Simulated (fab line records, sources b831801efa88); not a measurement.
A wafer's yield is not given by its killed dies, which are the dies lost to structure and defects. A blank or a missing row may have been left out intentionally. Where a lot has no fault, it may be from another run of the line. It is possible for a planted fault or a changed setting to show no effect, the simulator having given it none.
The tool behind it: which one?    flow gf180mcu    route of 602 steps, sampled at 1 step: 12 lots, 36 wafers

## WHAT EACH GAUGE READ, for each wafer
GF_STI_THK_MEAS_04.
lot   measured     on            STI_CVD_03_THK (nm)
L075  day 1 19:57  filmMetro-02  208.2 208.2 208.1
L077  day 2 04:34  filmMetro-02  206.5 206.3 205.1
L079  day 2 15:34  filmMetro-01  203.8 205.3 204.7
L081  day 3 00:54  filmMetro-02  210.0 210.0 208.5
L083  day 3 10:47  filmMetro-03  211.6 210.3 211.4
L085  day 3 20:34  filmMetro-02  208.1 208.0 206.2
L087  day 4 06:34  filmMetro-02  208.0 206.4 206.2
L089  day 4 16:47  filmMetro-02  206.4 206.2 206.9
L091  day 5 02:34  filmMetro-01  200.8 203.3 201.1
L093  day 5 14:34  filmMetro-02  208.2 207.9 208.2
L095  day 5 22:35  filmMetro-01  209.1 208.2 208.7
L097  day 6 08:34  filmMetro-03  208.7 209.2 209.6

## EACH LOT AND THE TOOL THAT RAN IT (in order: tool; ch and the chambers of the sampled wafers; start)
Record: no process step prior to these readings.

## THE ANSWER, worked out from the rows above alone
Rule: the usual values come from the lots themselves. Put in order of their means at a reading, lots are off if they are a third of the lots or fewer, leave a main group of 4 or more, and stand apart from it by a gap of 3 or more times the standard deviation of the main group's means; of several such gaps the widest counts. A main group whose means are all the same, to the digits that the tables above print for the reading, isn't used. A lot without any number at a reading at which 4 lots or more have one is off too. The other lots that the step has rows for count as sound.
No lot is off on any of the readings shown, so nothing can be concluded from this.

## WHAT THE SIMULATOR HAD PUT IN
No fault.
